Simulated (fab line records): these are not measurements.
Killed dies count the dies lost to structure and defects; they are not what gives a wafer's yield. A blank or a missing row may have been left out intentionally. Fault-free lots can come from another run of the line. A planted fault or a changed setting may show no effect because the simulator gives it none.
fab line records ; flow gf180mcu
record: lots: 15; wafers: 45; last-day: 34
route steps=602 shown M4@461 V4@488
lots that met no fault: taken from a fault-free run of the same line
start-h: the number of hours between the record's first day and the start of the first shown wafer of the lot ; wait-h: time in hours since the lot's previous step ; " repeats the value in the row above ; L1.1+2: a single row standing in for several wafers ; - no value, or no start was given ; * or withheld: withheld ; < > ~ a bound
route shown NAME@n: NAME is a module with steps in the file, n the number in the route of the first one ; usual: mean/standard deviation taken from wafers without a fault ; same: alike in all rows ; chamber/n: place in a boat ; sites: readings site by site ; _std_site: the values' standard deviation ; _edge_site: inner sites' mean taken away from outer sites' mean ; radius-mm: for every site, how far away it sits from the centre of the wafer ; mask NAME#n: copy n ; behind: tool/chamber where the wafer was last shaped ; hold: reason for holding the lot/hours on hold/outcome of the hold ; device: which transistor (n, p or np) failed to switch ; end of line: the same wafers' tests at the end of the route ; for a step that has no rows: nothing shown but its recipe ; killed: dies that structure and defects cost at the first sort, which is not the same as the wafer's yield ; map: a wafer's dies, x killed, . not, _ none there
set.NAME: the run value of the setting; set.NAME@STEP: its run value at that earlier step ; model.NAME: the simulator's own value behind a step, which no gauge read
route steps across a sampled set of lots; one table per step, one row per wafer
services: from which hour (start-h, from the record's first day; less than 0 if before it) a tool's chamber was out of use, for how many hours, and why
== steps ==
step: GF_M4_RS_MEAS_05
recipe: thk-meas-gauge: four-point-probe; reads: TiN_of_M4_SPUTTER_04+Ti_of_M4_SPUTTER_03+AlCu_of_M4_SPUTTER_02+TiN_of_M4_SPUTTER_01+Ti_of_M4_SPUTTER_00
usual: M4_ALCU_RS: 0.0698/0.00078
lot.wafer;tool;chamber;start-h;wait-h;M4_ALCU_RS[ohm/sq]
L488.1;film-metro-01;-;528.39;0.0;0.0691
L488.4;film-metro-01;-;528.39;0.0;0.0689
L488.5;film-metro-01;-;528.39;0.0;0.0695
L490.1;film-metro-01;-;545.24;0.0;0.0707
L490.5;film-metro-01;-;545.24;0.0;0.0711
L490.6;film-metro-01;-;545.24;0.0;0.0711
L491.1;film-metro-01;-;548.93;0.0;0.0699
L491.3;film-metro-01;-;548.93;0.0;0.0700
L491.6;film-metro-01;-;548.93;0.0;0.0704
L493.2;film-metro-02;-;554.74;0.0;0.0704
L493.4;film-metro-02;-;554.74;0.0;0.0700
L493.5;film-metro-02;-;554.74;0.0;0.0707
L492.1;film-metro-01;-;559.44;0.0;0.0694
L492.4;film-metro-01;-;559.44;0.0;0.0698
L492.6;film-metro-01;-;559.44;0.0;0.0697
L494.3;film-metro-03;-;569.72;0.1;0.0691
L494.5;film-metro-03;-;569.72;0.1;0.0686
L494.6;film-metro-03;-;569.72;0.1;0.0686
L495.3;film-metro-01;-;578.37;0.1;0.0689
L495.4;film-metro-01;-;578.37;0.1;0.0687
L495.5;film-metro-01;-;578.37;0.1;0.0692
L497.2;film-metro-02;-;586.99;0.0;0.0687
L497.3;film-metro-02;-;586.99;0.0;0.0689
L497.5;film-metro-02;-;586.99;0.0;0.0681
L503.1;film-metro-01;-;642.68;0.0;0.0685
L503.5;film-metro-01;-;642.68;0.0;0.0695
L503.6;film-metro-01;-;642.68;0.0;0.0691
L504.1;film-metro-02;-;643.28;0.0;0.0698
L504.5;film-metro-02;-;643.28;0.0;0.0692
L504.6;film-metro-02;-;643.28;0.0;0.0696
L505.2;film-metro-02;-;652.19;0.0;0.0689
L505.3;film-metro-02;-;652.19;0.0;0.0695
L505.5;film-metro-02;-;652.19;0.0;0.0700
L507.1;film-metro-02;-;667.18;0.0;0.0686
L507.2;film-metro-02;-;667.18;0.0;0.0689
L507.4;film-metro-02;-;667.18;0.0;0.0691
L508.1;film-metro-03;-;670.58;0.0;0.0705
L508.5;film-metro-03;-;670.58;0.0;0.0706
L508.6;film-metro-03;-;670.58;0.0;0.0707
L509.1;film-metro-03;-;682.97;0.0;0.0705
L509.5;film-metro-03;-;682.97;0.0;0.0700
L509.6;film-metro-03;-;682.97;0.0;0.0703
L511.1;film-metro-01;-;689.88;0.0;0.0704
L511.4;film-metro-01;-;689.88;0.0;0.0710
L511.5;film-metro-01;-;689.88;0.0;0.0708
step: GF_M4_METAL_ETCH_16
recipe: chemistry: Cl2/BCl3; mask-material: KrF; target-depth-nm: 627.5; stop-on: SiO2; pressure-mtorr: 8; icp-w: 800; bias-w: 140; Cl2_flow_sccm: 80; bcl3-flow-sccm: 40; time-s: 104.6
usual: bcl3-flow-sccm: 39.97/0.12; drypump-motor-current-A: 5.6/0.33; oes-product-au: 0.971/0.0068; throttle-valve-pct: 28.252/0.01
lot.wafer;tool;chamber;start-h;wait-h;bcl3-flow-sccm;drypump-motor-current-A;oes-product-au;rf-hours-counter-h;throttle-valve-pct
L488.1;rie-metal-03;1;551.65;0.0;39.98;5.7;0.978;5;28.263
L488.4;rie-metal-03;0;551.65;0.0;40.05;4.8;0.984;-;28.248
L488.5;rie-metal-03;1;551.65;0.0;39.98;5.7;0.977;-;28.256
L490.1;rie-metal-02;0;567.70;0.0;39.93;6.0;0.962;2;28.253
L490.5;rie-metal-02;0;567.70;0.0;39.84;6.0;0.964;-;28.258
L490.6;rie-metal-02;1;567.70;0.0;40.07;5.8;0.957;-;28.258
L491.1;rie-metal-01;1;570.89;0.0;40.05;5.7;0.968;10;28.260
L491.3;rie-metal-01;0;570.89;0.0;39.76;5.5;0.972;-;28.248
L491.6;rie-metal-01;0;570.89;0.0;40.02;5.5;0.963;-;28.257
L493.2;rie-metal-03;0;576.84;0.0;39.85;4.8;0.965;10;28.265
L493.4;rie-metal-03;0;576.84;0.0;40.00;4.8;0.959;-;28.255
L493.5;rie-metal-03;1;576.84;0.0;39.89;5.6;0.959;-;28.257
L492.1;rie-metal-03;1;581.04;0.0;39.80;5.7;0.979;6;28.240
L492.4;rie-metal-03;0;581.04;0.0;40.00;4.8;0.972;-;28.250
L492.6;rie-metal-03;1;581.04;0.0;39.85;5.7;0.968;-;28.249
L494.3;rie-metal-01;0;591.32;0.1;39.85;5.5;0.971;-;28.250
L494.5;rie-metal-01;1;591.32;0.1;39.90;5.7;0.971;-;28.233
L494.6;rie-metal-01;0;591.32;0.1;40.00;5.5;0.980;-;28.242
L495.3;rie-metal-01;1;599.54;0.1;39.89;5.7;0.980;-;28.247
L495.4;rie-metal-01;0;599.54;0.1;40.09;5.5;0.975;-;28.249
L495.5;rie-metal-01;0;599.54;0.1;40.00;5.5;0.982;-;28.244
L497.2;rie-metal-01;0;608.20;0.0;40.12;5.5;0.974;13;28.239
L497.3;rie-metal-01;1;608.20;0.0;40.00;5.7;0.974;-;28.238
L497.5;rie-metal-01;0;608.20;0.0;39.78;5.5;0.971;-;28.249
L503.1;rie-metal-01;0;662.50;0.0;39.93;5.5;0.982;1;28.240
L503.5;rie-metal-01;0;662.50;0.0;39.99;5.5;0.975;-;28.251
L503.6;rie-metal-01;1;662.50;0.0;40.09;5.7;0.978;-;28.248
L504.1;rie-metal-02;0;663.35;0.0;39.92;6.0;0.972;5;28.258
L504.5;rie-metal-02;1;663.35;0.0;39.91;5.8;0.965;-;28.245
L504.6;rie-metal-02;0;663.35;0.0;39.96;6.0;0.975;-;28.268
L505.2;rie-metal-01;1;671.84;0.0;39.91;5.7;0.977;13;28.241
L505.3;rie-metal-01;1;671.84;0.0;39.91;5.7;0.969;-;28.241
L505.5;rie-metal-01;0;671.84;0.0;39.91;5.5;0.963;-;28.242
L507.1;rie-metal-03;0;686.59;0.0;39.94;4.8;0.980;1;28.223
L507.2;rie-metal-03;1;686.59;0.0;39.96;5.7;0.973;10;28.239
L507.4;rie-metal-03;1;686.59;0.0;40.21;5.7;0.974;-;28.250
L508.1;rie-metal-02;0;689.85;0.0;39.77;6.0;0.969;5;28.237
L508.5;rie-metal-02;1;689.85;0.0;39.95;5.8;0.966;-;28.260
L508.6;rie-metal-02;0;689.85;0.0;40.01;6.0;0.963;-;28.249
L509.1;rie-metal-02;0;702.44;0.0;40.22;6.0;0.970;6;28.266
L509.5;rie-metal-02;1;702.44;0.0;39.97;5.8;0.976;-;28.250
L509.6;rie-metal-02;0;702.44;0.0;39.72;6.0;0.963;-;28.250
L511.1;rie-metal-01;0;708.50;0.0;40.11;5.5;0.969;3;28.281
L511.4;rie-metal-01;0;708.50;0.0;40.20;5.5;0.959;-;28.272
L511.5;rie-metal-01;0;708.50;0.0;39.96;5.5;0.974;-;28.252
step: GF_V4_PEB_12
recipe: peb-temp-c: 135; peb-time-s: 90; resist: KrF
usual: chill-plate-temp-C: 23.01/0.13; exhaust-pa: 45.2/1
lot.wafer;tool;chamber;start-h;wait-h;chill-plate-temp-C;exhaust-pa
L488.1;litho-track-01;0;574.39;-;22.91;45.9
L488.4;litho-track-01;0;574.39;-;22.93;44.9
L488.5;litho-track-01;0;574.39;-;22.98;44.4
L490.1;litho-track-03;0;590.05;-;22.88;45.0
L490.5;litho-track-03;0;590.05;-;22.91;45.8
L490.6;litho-track-03;0;590.05;-;22.94;45.2
L491.1;litho-track-03;0;593.15;-;23.03;44.8
L491.3;litho-track-03;0;593.15;-;23.06;45.0
L491.6;litho-track-03;0;593.15;-;23.08;45.5
L493.2;litho-track-01;0;599.33;-;22.98;45.3
L493.4;litho-track-01;0;599.33;-;23.15;46.3
L493.5;litho-track-01;0;599.33;-;23.03;46.7
L492.1;litho-track-01;0;603.59;-;23.07;46.1
L492.4;litho-track-01;0;603.59;-;23.06;44.0
L492.6;litho-track-01;0;603.59;-;22.99;45.0
L494.3;litho-track-03;0;613.26;-;22.90;43.5
L494.5;litho-track-03;0;613.26;-;23.13;44.8
L494.6;litho-track-03;0;613.26;-;23.12;45.1
L495.3;litho-track-01;0;620.96;-;22.84;47.0
L495.4;litho-track-01;0;620.96;-;22.88;45.6
L495.5;litho-track-01;0;620.96;-;23.06;45.5
L497.2;litho-track-01;0;629.68;-;23.04;44.9
L497.3;litho-track-01;0;629.68;-;23.10;44.1
L497.5;litho-track-01;0;629.68;-;23.17;45.9
L503.1;litho-track-01;-;683.29;-;-;-
L503.5;litho-track-01;-;683.29;-;-;-
L503.6;litho-track-01;-;683.29;-;-;-
L504.1;litho-track-03;-;684.04;-;-;-
L504.5;litho-track-03;-;684.04;-;-;-
L504.6;litho-track-03;-;684.04;-;-;-
L505.2;litho-track-01;-;692.92;-;-;-
L505.3;litho-track-01;-;692.92;-;-;-
L505.5;litho-track-01;-;692.92;-;-;-
L507.1;litho-track-01;0;706.69;-;23.01;44.9
L507.2;litho-track-01;0;706.69;-;22.92;45.1
L507.4;litho-track-01;0;706.69;-;22.99;45.4
L508.1;litho-track-01;0;709.34;-;23.08;47.1
L508.5;litho-track-01;0;709.34;-;23.04;45.6
L508.6;litho-track-01;0;709.34;-;22.95;46.8
L509.1;litho-track-01;0;721.14;-;23.07;45.3
L509.5;litho-track-01;0;721.14;-;23.06;44.8
L509.6;litho-track-01;0;721.14;-;23.08;45.1
L511.1;litho-track-03;0;728.19;-;23.25;46.0
L511.4;litho-track-03;0;728.19;-;22.93;45.8
L511.5;litho-track-03;0;728.19;-;23.07;46.2
step: GF_V4_CD_MEAS_14
recipe: target-cd-nm: 260
usual: cd-nm: 260.0/1.3
lot.wafer;tool;chamber;start-h;wait-h;cd-nm
L488.1;cd-sem-01;-;574.74;0.1;260.6
L488.4;cd-sem-01;-;574.74;0.1;260.9
L488.5;cd-sem-01;-;574.74;0.1;261.4
L490.1;cd-sem-01;-;590.40;0.1;261.3
L490.5;cd-sem-01;-;590.40;0.1;261.2
L490.6;cd-sem-01;-;590.40;0.1;261.3
L491.1;cd-sem-01;-;593.50;0.1;261.1
L491.3;cd-sem-01;-;593.50;0.1;260.8
L491.6;cd-sem-01;-;593.50;0.1;262.3
L493.2;cd-sem-01;-;599.66;0.1;261.2
L493.4;cd-sem-01;-;599.66;0.1;260.8
L493.5;cd-sem-01;-;599.66;0.1;261.1
L492.1;cd-sem-02;-;603.94;0.1;259.0
L492.4;cd-sem-02;-;603.94;0.1;259.3
L492.6;cd-sem-02;-;603.94;0.1;258.2
L494.3;cd-sem-01;-;613.58;0.1;256.2
L494.5;cd-sem-01;-;613.58;0.1;258.1
L494.6;cd-sem-01;-;613.58;0.1;255.9
L495.3;cd-sem-02;-;621.28;0.1;260.6
L495.4;cd-sem-02;-;621.28;0.1;261.1
L495.5;cd-sem-02;-;621.28;0.1;258.5
L497.2;cd-sem-02;-;630.01;0.1;260.3
L497.3;cd-sem-02;-;630.01;0.1;260.2
L497.5;cd-sem-02;-;630.01;0.1;259.2
L503.1;cd-sem-02;-;683.64;0.1;-
L503.5;cd-sem-02;-;683.64;0.1;-
L503.6;cd-sem-02;-;683.64;0.1;-
L504.1;cd-sem-02;-;684.39;0.1;-
L504.5;cd-sem-02;-;684.39;0.1;-
L504.6;cd-sem-02;-;684.39;0.1;-
L505.2;cd-sem-01;-;693.26;0.1;-
L505.3;cd-sem-01;-;693.26;0.1;-
L505.5;cd-sem-01;-;693.26;0.1;-
L507.1;cd-sem-02;-;707.04;0.1;260.9
L507.2;cd-sem-02;-;707.04;0.1;260.1
L507.4;cd-sem-02;-;707.04;0.1;261.3
L508.1;cd-sem-01;-;709.69;0.1;259.4
L508.5;cd-sem-01;-;709.69;0.1;259.2
L508.6;cd-sem-01;-;709.69;0.1;259.1
L509.1;cd-sem-02;-;721.49;0.1;260.4
L509.5;cd-sem-02;-;721.49;0.1;260.5
L509.6;cd-sem-02;-;721.49;0.1;260.7
L511.1;cd-sem-01;-;728.54;0.1;259.8
L511.4;cd-sem-01;-;728.54;0.1;260.9
L511.5;cd-sem-01;-;728.54;0.1;259.4
== services ==
tool;chamber;start-h;hours;kind
rie-metal-01;-;538.47;0.1;repair
rie-metal-03;-;549.36;1.4;pm
rie-metal-02;-;561.09;2.8;pm
rie-metal-01;-;584.92;0.9;repair
rie-metal-01;-;600.49;2.8;pm
rie-metal-01;0;624.47;-;clean
rie-metal-01;0;624.47;13.3;scheduled-down
rie-metal-01;0;624.47;13.3;vent-cycle
rie-metal-03;0;643.46;-;clean
rie-metal-03;0;643.46;17.6;scheduled-down
rie-metal-03;0;643.46;17.6;vent-cycle
rie-metal-01;1;681.37;-;clean
rie-metal-01;1;681.37;20.3;scheduled-down
rie-metal-01;1;681.37;20.3;vent-cycle
rie-metal-01;1;707.39;9.8;repair
rie-metal-03;0;711.61;4.4;repair
rie-metal-03;1;724.75;12.5;repair
== key ==
first-sign: step: GF_V4_PEB_12; reading: tool-record; direction: missing
effect none on later readings
met-at GF_V4_PEB_12
struck-lots L503,L504,L505
later-rows-left-out L503.1,L503.5,L503.6,L504.1,L504.5,L504.6,L505.2,L505.3,L505.5
sort-left-out L503.1,L503.5,L503.6,L504.1,L504.5,L504.6,L505.2,L505.3,L505.5
not-acting-at GF_M4_RS_MEAS_05,GF_M4_METAL_ETCH_16,GF_V4_CD_MEAS_14
onset-between 629.68 683.29
fault: kind: skipped-step-whole; tool: litho-track-01,litho-track-03; chamber: -; onset-h: 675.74; steps: GF_V4_PEB_12; scope: struck-lots-only
sort-left-out: the simulated sort isn't trusted on such a fault, so these wafers' sort isn't shown, and their yield isn't known
later-rows-left-out: the simulator's readings of these wafers behind a module that went badly wrong aren't trusted and aren't shown, but for the sort
